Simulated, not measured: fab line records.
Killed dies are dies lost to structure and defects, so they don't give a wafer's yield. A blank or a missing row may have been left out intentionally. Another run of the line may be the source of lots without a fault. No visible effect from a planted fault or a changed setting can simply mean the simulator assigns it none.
A struck lot beside a sound one	flow sky130	22 steps out of a route of 708
Sound: wafers L585.2, L585.3, L585.6. Struck: wafer L587.1. (L587.2 of the same lot was not struck and is left out.) The cause comes at the end.
For every step that has rows: the tool of each side, followed by ch and its chambers, followed by its first start. Under that, the readings that differ: sound wafers	struck wafers	difference of the means	sigmas: that difference in standard deviations of wafers without a fault.
alike: readings whose means differ by less than 2 such deviations, and words and numbers that are the same on both sides. not compared: withheld readings, readings that some wafer has no value for, bounds like >300 that may hide the same value, and numbers for which the record gives no deviation and whose values overlap.
Wherever a step has rows on one side only, a row that says differs or no value, or a row with sigmas, the two part there. Numbers that don't overlap but have no deviation are shown without sigmas and don't part them. Lack of a reading on every wafer of one side parts them only where that side has two or more wafers.

SKY_SD_N_RTA_14: time 2 s.
  sound on rtp anneal-01 ch 0, day 28 07:34; struck on rtp anneal-01 ch 0, day 30 03:35
reading	sound	struck	difference	sigmas
lamp power pct (%)	15.73 15.75 15.64	15.87	+0.16	+3
ramp down c per s	89.979 89.974 89.969	90.010	+0.036	+2
  alike: wafer_temp_C_max
SKY_SD_N_RS_MEAS_16: the measuring method here is four-point-probe.
  sound: film metro-03 at day 28 07:46; struck: film metro-03 at day 30 03:45
reading	sound	struck	difference	sigmas
SD_N_RS (ohm/sq)	68.64 68.38 68.52	68.78	+0.27	+2
SKY_SD_N_RS_MEAS_17: the measuring method here is four-point-probe.
  sound: film metro-03 at day 28 07:53; struck: film metro-03 at day 30 03:52
reading	sound	struck	difference	sigmas
SD_P_RS (ohm/sq)	147.0 146.4 146.6	147.6	+0.9	+2
SKY_SD_N_RS_MEAS_18: the measuring method here is four-point-probe.
  sound: film metro-03 at day 28 08:00; struck: film metro-03 at day 30 03:59
  alike: RES_XHIGH_RS
then, 2 steps without rows for these wafers: SKY_SALICIDE_CLEAN_00 (cleans in HF-last, time 30 s); SKY_LI_CONTACT_HDPCVD_00 (deposits PSG, target thk 930 nm, time 155 s).
SKY_LI_CONTACT_THK_MEAS_01:
  sound: film metro-04 at day 28 08:14; struck: film metro-04 at day 30 04:14
  alike: LI_CONTACT_HDPCVD_THK
SKY_LI_CONTACT_CMP_02: polishes PSG.
  sound on cmp-01 ch 0,2,3, day 28 08:17; struck on cmp-02 ch 2, day 30 04:17
  alike: motor current A, platen rpm, time to endpoint s
SKY_LI_CONTACT_BOW_MEAS_03:
  sound: film metro-03 at day 28 08:36; struck: film metro-03 at day 30 04:35
  alike: LI_CONTACT_BOW
then, 2 steps without rows for these wafers: SKY_LI_CONTACT_DEHYDRATE_04 (time 60 s); SKY_LI_CONTACT_HMDS_05 (prime time 60 s).
SKY_LI_CONTACT_COAT_06: resist thk 60 nm.
  sound on litho track-03 ch 0, day 28 21:26; struck on litho track-03 ch 0, day 30 17:34
then, 5 steps without rows for these wafers: SKY_LI_CONTACT_COAT_07 (resist thk 450 nm); SKY_LI_CONTACT_SOFTBAKE_08 (time 90 s); SKY_LI_CONTACT_EXPOSE_09 (exposes mask LICM1, target cd 170 nm); SKY_LI_CONTACT_PEB_10; SKY_LI_CONTACT_DEVELOP_11 (develop time 60 s).
SKY_LI_CONTACT_CD_MEAS_12: the cd target is 170 nm.
  sound: cd sem-02 at day 29 11:35; struck: cd sem-02 at day 31 07:49
  alike: cd nm
SKY_LI_CONTACT_OVL_MEAS_13:
  sound: overlay-01 at day 29 11:41; struck: overlay-01 at day 31 07:56
  alike: LI_CONTACT_OVL
SKY_LI_CONTACT_ETCH_14: etches BARC in N2/H2, stops on SiO2, time 45.9 s, target depth 60 nm.
  sound on rie diel-01 ch 0,1, day 29 11:43; struck on rie diel-03 ch 2, day 31 07:59
reading	sound	struck	difference	sigmas
oes product au (a.u.)	0.849 0.846 0.863	0.825	-0.028	-5
model.etch.depth nm (nm)	59.94 59.72 59.81	56.49	-3.33	
  alike: drypump motor current A, throttle valve pct
  not compared: rf hours counter h
SKY_LI_CONTACT_ETCH_15: etches PSG in C4F8/O2/Ar, stops on Si, target depth 600 nm.
  sound on rie diel-01 ch 0,1, day 29 11:46; struck on rie diel-03 ch 2, day 31 08:01
  alike: oes product au
-- record jumps: 16 days separate the struck wafers' starts on either side; left off in module LI_CONTACT, taken up again in module PAD_OPEN, whose first shown step is the route's number 708 --
SKY_PAD_OPEN_PROBE_99:
  only the struck wafers here have rows in the record (prober-02, day 47 08:51); the sound ones have none

## WHERE THEY PART
Last at SKY_PAD_OPEN_PROBE_99 as far as this record goes, first at SKY_SD_N_RTA_14.

WHY: the cause the simulator had injected
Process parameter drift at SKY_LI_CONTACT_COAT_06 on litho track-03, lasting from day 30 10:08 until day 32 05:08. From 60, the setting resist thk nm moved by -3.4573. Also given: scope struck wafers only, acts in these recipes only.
